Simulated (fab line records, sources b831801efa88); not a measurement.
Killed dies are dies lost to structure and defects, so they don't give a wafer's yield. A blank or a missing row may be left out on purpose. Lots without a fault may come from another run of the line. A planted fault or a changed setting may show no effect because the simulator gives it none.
Which tool did it? | flow sky130 | 11 lots, 32 wafers sampled, at 6 steps of a route of 708

WHAT THE GAUGES READ, wafer by wafer
SKY_METAL2_RS_MEAS_05: measures by four-point-probe. Usual: METAL2_ALCU_RS 0.1266 ohm/sq, standard deviation 0.0015.
lot  | measured     | on            | METAL2_ALCU_RS (ohm/sq) | flag
L172 | day 34 18:17 | film_metro-02 | 0.1272 0.1291 0.1269    |
L173 | day 35 11:18 | film_metro-01 | 0.1289 0.1275 0.1253    |
L174 | day 35 12:50 | film_metro-03 | 0.1270 0.1275 0.1270    |
L175 | day 35 20:14 | film_metro-01 | 0.1249 0.1253 0.1268    |
L181 | day 37 20:08 | film_metro-03 | 0.1256 0.1270 0.1247    |
L182 | day 37 21:03 | film_metro-01 | 0.1093 0.1269           | OFF
L184 | day 38 14:46 | film_metro-02 | 0.1248 0.1254 0.1251    |
L185 | day 38 18:24 | film_metro-03 | 0.1253 0.1237 0.1243    |
L191 | day 40 10:11 | film_metro-03 | 0.1234 0.1234 0.1229    |
L189 | day 40 10:10 | film_metro-02 | 0.1274 0.1274 0.1287    |
L193 | day 40 23:35 | film_metro-02 | 0.1278 0.1266 0.1268    |

SKY_METAL2_THK_MEAS_06: measures by xrf. Usual: METAL2_ALCU_THK 248 nm, standard deviation 3.
lot  | measured     | on            | METAL2_ALCU_THK (nm) | flag
L172 | day 34 18:22 | film_metro-02 | 249 245 249          |
L173 | day 35 11:25 | film_metro-01 | 244 248 252          |
L174 | day 35 12:57 | film_metro-03 | 248 246 246          |
L175 | day 35 20:21 | film_metro-01 | 252 250 248          |
L181 | day 37 20:15 | film_metro-03 | 248 249 253          |
L182 | day 37 21:10 | film_metro-01 | 287 246              | OFF
L184 | day 38 14:52 | film_metro-02 | 250 249 249          |
L185 | day 38 18:30 | film_metro-03 | 252 252 254          |
L191 | day 40 10:18 | film_metro-03 | 255 255 256          |
L189 | day 40 10:17 | film_metro-02 | 247 246 244          |
L193 | day 40 23:42 | film_metro-02 | 246 250 247          |

SKY_METAL2_CD_MEAS_15: target cd 140 nm. Usual: cd_nm 138.9 nm, standard deviation 1.4.
lot  | measured     | on        | cd_nm (nm)        | flag
L172 | day 35 20:10 | cd_sem-02 | 136.6 135.3 137.3 |
L173 | day 36 14:04 | cd_sem-01 | 136.4 137.9 139.0 |
L174 | day 36 14:49 | cd_sem-02 | 140.1 140.3 140.9 |
L175 | day 36 22:50 | cd_sem-01 | 139.1 140.9 137.9 |
L181 | day 38 21:13 | cd_sem-02 | 138.5 138.4 138.7 |
L182 | day 38 22:19 | cd_sem-01 | 139.4 140.8       |
L184 | day 39 15:33 | cd_sem-02 | 139.9 139.1 141.1 |
L185 | day 39 19:47 | cd_sem-01 | 138.7 138.2 138.6 |
L191 | day 41 11:02 | cd_sem-01 | 137.9 137.8 136.5 |
L189 | day 41 10:20 | cd_sem-02 | 140.7 139.4 138.8 |
L193 | day 41 23:28 | cd_sem-01 | 137.7 138.2 139.1 |

WHICH TOOL RAN EACH LOT (tool, then ch and the chambers of the sampled wafers, then the start)
lot  | SKY_METAL1_DESCUM_17              | SKY_VIA1_STRIP_16                    | SKY_METAL2_SPUTTER_02
L172 | rie_metal-04 ch 0,1, day 33 12:59 | plasma_asher-01 ch 0,1, day 34 16:53 | pvd_sputter-01, day 34 18:08
L173 | rie_metal-01 ch 0,1, day 34 05:37 | plasma_asher-01 ch 0,1, day 35 09:56 | pvd_sputter-01, day 35 11:13
L174 | rie_metal-01 ch 0,1, day 34 07:01 | plasma_asher-01 ch 0,1, day 35 11:28 | pvd_sputter-03, day 35 12:44
L175 | rie_metal-04 ch 0, day 34 15:10   | plasma_asher-03 ch 0,1, day 35 18:52 | pvd_sputter-03, day 35 20:08
L181 | rie_metal-01 ch 0,1, day 36 14:37 | plasma_asher-02 ch 0,1, day 37 18:28 | pvd_sputter-01, day 37 20:02
L182 | rie_metal-01 ch 0,1, day 36 15:55 | plasma_asher-03 ch 0,1, day 37 19:31 | pvd_sputter-01, day 37 20:56
L184 | rie_metal-01 ch 0,1, day 37 09:59 | plasma_asher-01 ch 0,1, day 38 13:24 | pvd_sputter-02, day 38 14:38
L185 | rie_metal-03 ch 0,1, day 37 13:20 | plasma_asher-03 ch 0,1, day 38 17:00 | pvd_sputter-03, day 38 18:16
L191 | rie_metal-04 ch 1, day 39 06:58   | plasma_asher-01 ch 0,1, day 40 08:43 | pvd_sputter-03, day 40 10:05
L189 | rie_metal-03 ch 0,1, day 39 07:28 | plasma_asher-03 ch 0,1, day 40 08:47 | pvd_sputter-02, day 40 10:04
L193 | rie_metal-04 ch 0,1, day 39 20:16 | plasma_asher-02 ch 0,1, day 40 22:13 | pvd_sputter-02, day 40 23:29
- SKY_METAL1_DESCUM_17: chemistry O2, time 8 s.
- SKY_VIA1_STRIP_16: strips in O2/N2.
- SKY_METAL2_SPUTTER_02: material AlCu, target thk 250 nm, time 13.3 s.

WHAT THE TOOLS THEMSELVES READ (means of the sampled wafers that have a number; where no wafer has one, the mark that the record gives instead)
SKY_METAL1_DESCUM_17. Usual: drypump_motor_current_A 5.84 A, standard deviation 0.23; oes_product_au 1.000 a.u., standard deviation 0.014.
lot  | tool         | drypump_motor_current_A (A) | oes_product_au (a.u.) | flag
L172 | rie_metal-04 | 5.96                        | 1.006                 |
L173 | rie_metal-01 | 5.85                        | 1.003                 |
L174 | rie_metal-01 | 5.99                        | 1.014                 |
L175 | rie_metal-04 | 6.04                        | 1.004                 |
L181 | rie_metal-01 | 5.84                        | 1.001                 |
L182 | rie_metal-01 | 5.90                        | 1.006                 |
L184 | rie_metal-01 | 5.85                        | 1.007                 |
L185 | rie_metal-03 | 5.54                        | 0.997                 |
L191 | rie_metal-04 | 5.80                        | 0.991                 |
L189 | rie_metal-03 | 5.54                        | 0.993                 |
L193 | rie_metal-04 | 5.93                        | 0.991                 |

SKY_VIA1_STRIP_16. Usual: drypump_motor_current_A 5.8 A, standard deviation 0.45; o2_flow_sccm 3002 sccm, standard deviation 9.6; oes_product_au 0.415 a.u., standard deviation 0.0043; strip_time_to_endpoint_s 4.458 s, standard deviation 0.025.
lot  | tool            | drypump_motor_current_A (A) | o2_flow_sccm (sccm) | oes_product_au (a.u.) | strip_time_to_endpoint_s (s) | flag
L172 | plasma_asher-01 | 5.8                         | 3018                | 0.418                 | 4.479                        |
L173 | plasma_asher-01 | 6.1                         | 3011                | 0.413                 | 4.471                        |
L174 | plasma_asher-01 | 6.1                         | 3000                | 0.416                 | 4.488                        |
L175 | plasma_asher-03 | 6.0                         | 2991                | 0.421                 | 4.470                        |
L181 | plasma_asher-02 | 5.5                         | 3011                | 0.415                 | 4.448                        |
L182 | plasma_asher-03 | 5.9                         | 3004                | 0.414                 | 4.452                        |
L184 | plasma_asher-01 | 6.1                         | 3014                | 0.418                 | 4.461                        |
L185 | plasma_asher-03 | 6.0                         | 3002                | 0.415                 | 4.482                        |
L191 | plasma_asher-01 | 5.9                         | 3002                | 0.417                 | 4.428                        |
L189 | plasma_asher-03 | 5.9                         | 3013                | 0.412                 | 4.426                        |
L193 | plasma_asher-02 | 5.5                         | 3002                | 0.412                 | 4.409                        |

SKY_METAL2_SPUTTER_02. Usual: throttle_valve_pct 30.1 %, standard deviation 1.
lot  | tool           | throttle_valve_pct (%) | flag
L172 | pvd_sputter-01 | 29.7                   |
L173 | pvd_sputter-01 | 31.0                   |
L174 | pvd_sputter-03 | 30.1                   |
L175 | pvd_sputter-03 | 29.3                   |
L181 | pvd_sputter-01 | 30.5                   |
L182 | pvd_sputter-01 | 30.5                   |
L184 | pvd_sputter-02 | 30.5                   |
L185 | pvd_sputter-03 | 29.6                   |
L191 | pvd_sputter-03 | 30.9                   |
L189 | pvd_sputter-02 | 29.6                   |
L193 | pvd_sputter-02 | 28.7                   |

THE ANSWER, worked out from the rows above alone
Rule: a lot is off if the mean of its wafers that have a number lies more than 3 standard deviations from the usual mean. A lot without any number at a reading at which 4 lots or more have one is off too. The other lots that the step has rows for count as sound. The gauges are gone through in route order, then the tools' own readings, and for those a lot's mean is taken as printed above. The first step at which some lot is off is used, and at that step the reading that is off furthest; a lot without a number counts as furthest.
Off: L182, at SKY_METAL2_RS_MEAS_05 (METAL2_ALCU_RS).
A tool fits if, at a process step before that reading, it ran every lot that is off, and no sound lot after the first of them. The gauges at SKY_METAL2_RS_MEAS_05 are tried like those tools. Can't be told from this: 2 tools fit, pvd_sputter-01 at SKY_METAL2_SPUTTER_02, film_metro-01 at SKY_METAL2_RS_MEAS_05.

WHAT THE SIMULATOR HAD PUT IN
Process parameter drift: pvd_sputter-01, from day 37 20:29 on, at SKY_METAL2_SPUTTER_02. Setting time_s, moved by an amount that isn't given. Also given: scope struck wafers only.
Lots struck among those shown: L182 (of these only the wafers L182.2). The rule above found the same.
